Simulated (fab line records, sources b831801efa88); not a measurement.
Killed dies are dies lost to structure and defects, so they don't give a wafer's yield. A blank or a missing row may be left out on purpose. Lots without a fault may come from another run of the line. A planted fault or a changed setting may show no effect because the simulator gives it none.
fab line records | flow sky130
record lots=6 wafers=18 last_day=49
route steps=708 shown GATE_OXIDE@191 POLY_GATE@204 PAD_OPEN@708
lots that met no fault: from a run of the same line without faults
start_h: hours from the record's first day to the start of the lot's first wafer shown | wait_h: hours since the lot's step before | " the same as in the row above | L1.1+2: a row that stands for several wafers | - no value, or no start given | * or withheld: withheld | < > ~ a bound
route shown NAME@n: a module of which the file shows steps, and the number in the route of the first | usual: mean/standard deviation of fault-free wafers | same: alike in all rows | chamber/n: place in a boat | sites: the reading at each site | _std_site: their standard deviation | _edge_site: outer sites' mean less inner sites' | radius_mm: how far each site lies from the wafer's centre | mask NAME#n: copy n | behind: the tool/chamber that last shaped the wafer | hold: why the lot was held/for how many hours/how that ended | device: the transistor (n, p or np) that didn't switch | end of line: the same wafers' tests at the end of the route | a step without rows: its recipe alone | killed: dies lost to structure and defects at the first sort, not the wafer's yield | map: a wafer's dies, x killed, . not, _ none there
set.NAME: the setting as run; set.NAME@STEP: as run at that earlier step | model.NAME: the simulator's own value behind a step, which no gauge read
lots at some steps of the route; a table a step, a row a wafer
services: from which hour (start_h, from the record's first day; less than 0 if before it) a tool's chamber was out of use, for how many hours, and why
## steps
# step SKY_GATE_OXIDE_HMDS_04
# recipe prime_time_s=60 prime_temp_c=120
# step SKY_GATE_OXIDE_COAT_05
# recipe resist=NOVOLAK spin_rpm=3000 resist_thk_nm=1140
# step SKY_GATE_OXIDE_SOFTBAKE_06
# recipe temp_c=90 time_s=60 resist=NOVOLAK
# step SKY_GATE_OXIDE_EXPOSE_07
# recipe mask_id=LVOM na=0.6 source_shape=conventional sigma_outer=0.6 polarization=unpolarized target_cd_nm=600 dose_mj=170
# step SKY_GATE_OXIDE_PEB_08
# recipe temp_c=withheld time_s=* resist=NOVOLAK
# step SKY_GATE_OXIDE_DEVELOP_09
# recipe resist=NOVOLAK developer=TMAH develop_time_s=60 dev_temp_c=23
# step SKY_GATE_OXIDE_OVL_MEAS_10
# usual GATE_OXIDE_OVL=0.0/1.3
# columns lot.wafer tool chamber start_h wait_h GATE_OXIDE_OVL[nm]
L574.2 overlay-01 - 270.46 0.1 -1.6
L574.3 " - " " -2.6
L574.5 " - " " -2.8
L576.1 overlay-02 - 316.45 0.1 0.0
L576.4 " - " " -1.0
L576.5 " - " " 0.3
L577.2 overlay-02 - 347.76 0.1 -1.3
L577.3 " - " " -1.6
L577.6 " - " " -1.6
L581.1 overlay-02 - 375.36 0.1 1.1
L581.3 " - " " 2.6
L581.4 " - " " 2.3
L582.1 overlay-01 - 384.91 0.1 1.2
L582.3 " - " " 2.2
L582.4 " - " " 0.3
L586.2 overlay-02 - 466.21 0.1 0.2
L586.4 " - " " -0.1
L586.6 " - " " -0.8
# step SKY_GATE_OXIDE_IMPLANT_11
# recipe species=B energy_kev=10 dose_cm2=2.6e+12 tilt_deg=withheld
# step SKY_GATE_OXIDE_WET_ETCH_12
# recipe chemistry=dHF target_depth_nm=16.8 dry=n2_spin target=SiO2 dilution=100:1 temp_c=25 time_s=336
# step SKY_GATE_OXIDE_STRIP_13
# recipe chemistry=O2/N2 power_w=1400 pressure_mtorr=1500 platen_temp_c=withheld o2_flow_sccm=3000 n2_flow_sccm=300 overash_fraction=0.5
# usual drypump_motor_current_A=5.9/0.41 oes_product_au=0.716/0.0051 strip_time_to_endpoint_s=14.19/0.036
# columns lot.wafer tool chamber start_h wait_h drypump_motor_current_A oes_product_au rf_hours_counter_h strip_time_to_endpoint_s
L574.2 plasma_asher-02 1 270.74 0.0 6.3 0.710 46 14.18
L574.3 " 1 " " 6.3 0.715 - 14.13
L574.5 " 0 " " 6.4 0.714 - 14.13
L576.1 plasma_asher-02 1 316.74 0.0 6.2 0.714 51 14.26
L576.4 " 0 " " 6.4 0.716 - 14.22
L576.5 " 0 " " 6.4 0.714 - 14.22
L577.2 plasma_asher-01 1 348.04 0.0 5.9 0.720 62 14.25
L577.3 " 0 " " 5.4 0.722 - 14.23
L577.6 " 1 " " 5.9 0.717 - 14.20
L581.1 plasma_asher-03 0 375.77 0.0 5.8 0.712 22 14.21
L581.3 " 0 " " 5.7 0.717 - 14.21
L581.4 " 1 " " 5.3 0.716 - 14.23
L582.1 plasma_asher-01 0 385.20 0.0 5.4 0.714 66 14.19
L582.3 " 0 " " 5.4 0.711 - 14.16
L582.4 " 1 " " 5.9 0.723 - 14.20
L586.2 plasma_asher-03 0 466.59 0.0 5.7 0.712 31 14.20
L586.4 " 0 " " 5.7 0.717 - 14.19
L586.6 " 0 " " 5.7 0.717 - 14.23
# step SKY_GATE_OXIDE_TW_MEAS_14
# usual GATE_OXIDE_TW=224.1/2
# columns lot.wafer tool chamber start_h wait_h GATE_OXIDE_TW
L574.2 film_metro-01 - 270.85 0.1 223.6
L574.3 " - " " 224.8
L574.5 " - " " 223.9
L576.1 film_metro-02 - 316.84 0.1 226.5
L576.4 " - " " 227.7
L576.5 " - " " 227.6
L577.2 film_metro-01 - 348.15 0.1 222.7
L577.3 " - " " 223.4
L577.6 " - " " 224.1
L581.1 film_metro-03 - 375.87 0.1 221.7
L581.3 " - " " 223.4
L581.4 " - " " 222.4
L582.1 film_metro-03 - 385.30 0.1 222.1
L582.3 " - " " 223.7
L582.4 " - " " 222.6
L586.2 film_metro-02 - 466.70 0.1 223.6
L586.4 " - " " 224.4
L586.6 " - " " 224.6
# step SKY_GATE_OXIDE_CLEAN_15
# recipe chemistry=SC1/SC2 mix=1:4:20 temp_c=70 time_s=150 dry=n2_spin
# step SKY_GATE_OXIDE_OXIDATION_16
# recipe temp_c=800 ambient=O2 idle_temp_c=700 ramp_up_c_per_min=10 ramp_down_c_per_min=3 stabilise_s=600 purge_s=300 target_thk_a=35.7 ox_time_s=1915
# usual ox_temp_c=799.9/0.42 ramp_down_c_per_min=3.0000/0.00057 spike_tc_bottom_C=819.4/2.4 spike_tc_top_C=815.4/2 tube_center_temp_C_max=802.0/0.35 zone_power_bottom_pct=18.63/0.18
# columns lot.wafer tool chamber start_h wait_h ox_temp_c ramp_down_c_per_min spike_tc_bottom_C spike_tc_top_C tube_center_temp_C_max zone_power_bottom_pct
L574.2 furnace-01 0 272.70 1.7 800.2 3.0008 819.0 816.9 802.0 18.63
L574.3 " 0 " " 799.8 3.0000 816.4 815.4 802.0 18.43
L574.5 " 0 " " 800.0 3.0001 819.0 817.2 802.3 18.30
L576.1 furnace-02 0 316.95 0.0 799.7 2.9991 821.7 811.7 802.4 18.62
L576.4 " 0 " " 799.7 2.9996 823.1 813.1 802.3 18.58
L576.5 " 0 " " 798.9 3.0005 822.6 812.1 802.0 18.67
L577.2 furnace-01 0 349.21 1.0 799.7 3.0006 819.1 817.9 802.1 18.58
L577.3 " 0 " " 800.2 3.0006 819.5 816.3 802.4 18.68
L577.6 " 0 " " 799.9 3.0004 818.8 816.3 802.4 18.50
L581.1 furnace-01 0 382.28 6.3 800.4 3.0001 816.1 816.8 801.7 18.41
L581.3 " 0 " " 800.5 3.0008 816.8 817.9 801.8 18.59
L581.4 " 0 " " 800.2 3.0009 817.4 817.3 802.3 18.82
L581.1 furnace-01 0 385.20 1.4 800.6 3.0007 818.2 815.5 802.3 18.69
L581.3 " 0 " " 800.3 3.0000 817.8 817.5 802.3 18.68
L581.4 " 0 " " 800.6 2.9988 817.5 815.6 802.3 18.69
L582.1 furnace-02 0 392.95 7.5 800.5 3.0007 824.1 813.2 802.1 18.51
L582.3 " 0 " " 799.7 2.9994 823.1 813.1 801.8 18.71
L582.4 " 0 " " 799.9 2.9993 821.3 813.0 801.3 19.02
L586.2 furnace-01 0 468.73 1.9 799.9 2.9997 818.3 817.3 801.8 18.61
L586.4 " 0 " " 800.0 2.9995 818.1 815.4 801.8 18.60
L586.6 " 0 " " 799.8 3.0003 816.4 818.2 802.5 18.67
L586.2 furnace-01 0 471.61 1.3 800.0 3.0007 818.9 819.2 801.9 18.65
L586.4 " 0 " " 800.2 2.9995 818.0 817.3 802.2 18.51
L586.6 " 0 " " 799.8 3.0004 819.2 816.1 802.1 18.52
# step SKY_POLY_GATE_CVD_00
# recipe material=poly-Si target_thk_nm=180 temp_c=620 time_s=720 pressure_mtorr=200
# step SKY_PAD_OPEN_PROBE_99
# usual killed_at_M0_to_M3=43/6.6 killed_at_M4_up=3.2/1.8 killed_at_contacts=24/5 killed_at_front_end=15/4.5 killed_at_other=0.2/0.46 killed_dies=86/8.8 killed_open=48/6.6 killed_short=38/6.1
# same gross_dies=492 killed_at_back_side=0
# columns lot.wafer tool chamber start_h wait_h killed_at_M0_to_M3 killed_at_M4_up killed_at_contacts killed_at_front_end killed_at_other killed_dies killed_open killed_short model.etest.pfet_01v8.r_on_ohm_um model.etest.nfet_16v.r_on_ohm_um model.etest.pfet_16v.r_on_ohm_um model.etest.nfet_01v8.r_on_ohm_um model.etest.tip_sonos.rs_ohm_sq model.etest.pfet_g5v0d10v5.r_on_ohm_um model.etest.tip_p.rs_ohm_sq model.etest.nfet_01v8_lvt.drive_ua_um
L574.2 prober-02 - 1050.78 0.1 46 3 33 20 0 102 53 49 2995 1.386e+04 1.538e+04 868.2 2606 4882 6836 548.7
L574.3 prober-02 - 1050.83 0.2 47 4 35 11 0 97 58 39 2991 1.394e+04 1.568e+04 875.5 2640 4923 6891 554.5
L574.5 prober-02 - 1050.93 0.2 60 2 23 19 1 105 49 56 2962 1.392e+04 1.542e+04 872.1 2639 4856 6860 550.1
L576.1 prober-02 - 1090.61 0.1 46 3 20 27 0 96 47 49 2849 1.403e+04 1.531e+04 823.1 2677 4755 6738 579.2
L576.4 prober-02 - 1090.76 0.2 47 1 23 23 1 95 60 35 2821 1.398e+04 1.484e+04 806.8 2700 4634 6747 580.3
L576.5 prober-02 - 1090.81 0.2 46 2 20 25 0 93 44 49 2839 1.42e+04 1.502e+04 815.8 2718 4769 6807 581.1
L577.2 prober-01 - 1106.09 0.1 37 3 27 11 0 78 43 35 2941 1.414e+04 1.517e+04 839.2 2538 4685 6917 566.7
L577.3 prober-01 - 1106.14 0.2 42 2 16 18 0 78 39 39 2923 1.422e+04 1.538e+04 834.8 2521 4699 6865 567.8
L577.6 prober-01 - 1106.29 0.2 47 0 28 12 0 87 44 43 2915 1.423e+04 1.533e+04 813.9 2542 4705 6966 583.4
L581.1 prober-01 - 1128.83 0.1 46 2 21 20 1 90 43 47 3810 1.525e+04 1.555e+04 1260 3105 5129 7217 348.3
L581.3 prober-01 - 1128.93 0.2 34 4 23 18 1 80 43 37 3773 1.529e+04 1.551e+04 1245 3062 5051 7190 347.3
L581.4 prober-01 - 1128.98 0.2 39 3 15 16 0 73 42 31 3763 1.536e+04 1.571e+04 1282 3144 5116 7213 342.8
L582.1 prober-01 - 1136.84 0.1 37 2 19 8 1 67 38 29 2908 1.412e+04 1.512e+04 809.2 2703 4687 6993 586.2
L582.3 prober-01 - 1136.94 0.2 33 1 34 12 0 80 44 36 2983 1.42e+04 1.537e+04 805.5 2695 4745 6952 593.7
L582.4 prober-01 - 1136.99 0.2 40 1 24 12 0 77 45 32 2964 1.424e+04 1.525e+04 813.2 2730 4772 7030 586.6
L586.2 prober-02 - 1182.66 0.1 38 3 28 15 0 84 49 35 3816 1.478e+04 1.572e+04 1300 3096 5190 7137 339.3
L586.4 prober-02 - 1182.76 0.2 33 4 27 17 2 83 51 32 3846 1.481e+04 1.605e+04 1270 3080 5213 7161 342.6
L586.6 prober-02 - 1182.86 0.2 34 0 25 21 1 81 37 44 3542 1.436e+04 1.55e+04 1127 2857 5018 7085 397
# killed by level:class
L574.2 CONTACT:geometric_particle:open=10 VIA1:geometric_particle:open=9 VIA3:geometric_particle:open=9 LOCAL_INTERCONNECT:geometric_particle:short=8 FIELD_ISO:geometric_particle:short=7 VIA2:geometric_particle:short=6 LI_CONTACT:geometric_particle:open=5 CONTACT:geometric_particle:short=5
L574.3 CONTACT:geometric_particle:open=16 VIA3:geometric_particle:open=9 METAL2:geometric_particle:short=7 LI_CONTACT:geometric_particle:open=7 VIA1:geometric_particle:open=7 METAL1:geometric_particle:short=6 VIA2:geometric_particle:open=6 FIELD_ISO:geometric_particle:open=4
L574.5 CONTACT:geometric_particle:open=13 VIA1:geometric_particle:open=11 METAL1:geometric_particle:short=11 FIELD_ISO:geometric_particle:short=9 VIA3:geometric_particle:open=9 VIA1:geometric_particle:short=9 CONTACT:geometric_particle:short=5 METAL2:geometric_particle:short=5
L576.1 VIA1:geometric_particle:open=12 FIELD_ISO:geometric_particle:short=8 CONTACT:geometric_particle:open=7 METAL2:geometric_particle:short=7 CONTACT:geometric_particle:short=6 METAL1:geometric_particle:short=6 POLY_GATE:geometric_particle:open=5 POLY_GATE:geometric_particle:short=5
L576.4 VIA1:geometric_particle:open=15 FIELD_ISO:geometric_particle:open=9 VIA2:geometric_particle:open=9 METAL2:geometric_particle:short=8 CONTACT:geometric_particle:open=7 LI_CONTACT:geometric_particle:open=6 FIELD_ISO:geometric_particle:short=5 VIA1:geometric_particle:short=5
L576.5 VIA1:geometric_particle:open=12 FIELD_ISO:geometric_particle:short=10 CONTACT:geometric_particle:open=7 METAL2:geometric_particle:short=7 POLY_GATE:geometric_particle:open=6 CONTACT:geometric_particle:short=5 VIA2:geometric_particle:short=5 VIA3:geometric_particle:open=5
L577.2 CONTACT:geometric_particle:open=9 VIA1:geometric_particle:open=9 LI_CONTACT:geometric_particle:open=8 METAL2:geometric_particle:short=5 VIA2:geometric_particle:short=5 VIA2:geometric_particle:open=5 METAL1:geometric_particle:short=4 POLY_GATE:geometric_particle:short=3
L577.3 VIA1:geometric_particle:open=8 VIA1:geometric_particle:short=6 VIA3:geometric_particle:open=6 FIELD_ISO:geometric_particle:open=5 VIA3:geometric_particle:short=5 LI_CONTACT:geometric_particle:open=4 CONTACT:geometric_particle:open=4 METAL1:geometric_particle:short=4
L577.6 VIA1:geometric_particle:open=15 VIA1:geometric_particle:short=11 CONTACT:geometric_particle:open=10 VIA2:geometric_particle:open=9 LI_CONTACT:geometric_particle:short=5 LI_CONTACT:geometric_particle:open=5 LOCAL_INTERCONNECT:geometric_particle:short=5 FIELD_ISO:geometric_particle:short=4
L581.1 METAL2:geometric_particle:short=9 VIA1:geometric_particle:open=7 LI_CONTACT:geometric_particle:open=6 CONTACT:geometric_particle:open=6 VIA2:geometric_particle:open=6 FIELD_ISO:geometric_particle:open=5 POLY_GATE:geometric_particle:short=5 CONTACT:geometric_particle:short=5
L581.3 VIA1:geometric_particle:open=12 CONTACT:geometric_particle:open=11 FIELD_ISO:geometric_particle:short=8 CONTACT:geometric_particle:short=6 VIA2:geometric_particle:open=6 FIELD_ISO:geometric_particle:open=4 METAL1:geometric_particle:short=4 METAL4:geometric_particle:short=4
L581.4 VIA1:geometric_particle:open=10 FIELD_ISO:geometric_particle:open=6 VIA3:geometric_particle:open=4 POLY_GATE:geometric_particle:short=4 LI_CONTACT:geometric_particle:open=4 CONTACT:geometric_particle:open=4 METAL1:geometric_particle:short=4 METAL3:geometric_particle:short=4
L582.1 CONTACT:geometric_particle:open=10 VIA2:geometric_particle:open=9 VIA3:geometric_particle:open=7 VIA1:geometric_particle:open=5 CONTACT:geometric_particle:short=4 METAL1:geometric_particle:short=4 FIELD_ISO:geometric_particle:short=3 METAL2:geometric_particle:short=3
L582.3 CONTACT:geometric_particle:open=17 VIA1:geometric_particle:open=8 POLY_GATE:geometric_particle:short=5 LI_CONTACT:geometric_particle:short=5 METAL1:geometric_particle:short=5 POLY_GATE:geometric_particle:open=4 LI_CONTACT:geometric_particle:open=4 LOCAL_INTERCONNECT:geometric_particle:short=4
L582.4 CONTACT:geometric_particle:open=9 VIA1:geometric_particle:open=9 VIA3:geometric_particle:open=8 METAL1:geometric_particle:short=6 LI_CONTACT:geometric_particle:open=5 METAL2:geometric_particle:short=5 LOCAL_INTERCONNECT:geometric_particle:short=4 VIA2:geometric_particle:open=4
L586.2 CONTACT:geometric_particle:open=10 VIA1:geometric_particle:open=10 METAL1:geometric_particle:short=8 LI_CONTACT:geometric_particle:open=7 VIA2:geometric_particle:open=7 LOCAL_INTERCONNECT:geometric_particle:short=6 METAL2:geometric_particle:short=5 FIELD_ISO:geometric_particle:open=3
L586.4 LI_CONTACT:geometric_particle:open=9 CONTACT:geometric_particle:open=9 VIA1:geometric_particle:open=8 VIA2:geometric_particle:open=8 FIELD_ISO:geometric_particle:open=5 METAL2:geometric_particle:short=4 METAL1:geometric_particle:short=4 CONTACT:geometric_particle:short=4
L586.6 METAL2:geometric_particle:short=8 LI_CONTACT:geometric_particle:short=7 CONTACT:geometric_particle:open=7 VIA1:geometric_particle:open=7 VIA2:geometric_particle:open=7 FIELD_ISO:geometric_particle:open=5 POLY_GATE:geometric_particle:open=5 CONTACT:geometric_particle:short=5
## services
# columns tool chamber start_h hours kind
furnace-02 - 252.54 5.1 repair
furnace-01 - 285.72 3.1 pm
furnace-02 - 292.59 3.3 pm
plasma_asher-03 - 340.07 28.1 pm
plasma_asher-02 - 351.22 9.2 repair
furnace-02 - 369.74 17.9 pm
furnace-01 - 388.11 4.6 pm
furnace-01 - 392.72 2.9 pm
plasma_asher-03 - 403.30 1.7 repair
furnace-02 - 411.63 7.2 pm
plasma_asher-02 - 442.98 0.7 repair
furnace-02 - 453.01 10.2 pm
plasma_asher-03 - 453.29 5.7 repair
furnace-02 - 463.24 3.2 pm
## key
first_sign step=SKY_GATE_OXIDE_OXIDATION_16 reading=visit direction=added
effect none on later readings
model_effect step=SKY_PAD_OPEN_PROBE_99 value=etest.pfet_01v8.r_on_ohm_um without=2955 struck=3758
met_at SKY_GATE_OXIDE_OXIDATION_16
struck_wafers L581.1,L581.3,L581.4,L586.2,L586.4,L586.6
tester_left_out L581,L586
fault kind=repeated_step_whole tool=furnace-01,furnace-02 chamber=- onset_h=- steps=SKY_GATE_OXIDE_OXIDATION_16 times=1 scope=struck_lots_only
# tester_left_out: of these lots the tester's yield and bins aren't shown, on N5 and GAA mostly nor the transistor test; their killed dies are dies lost to structure and defects alone, not to doping, threshold or leakage, so they don't give the yield
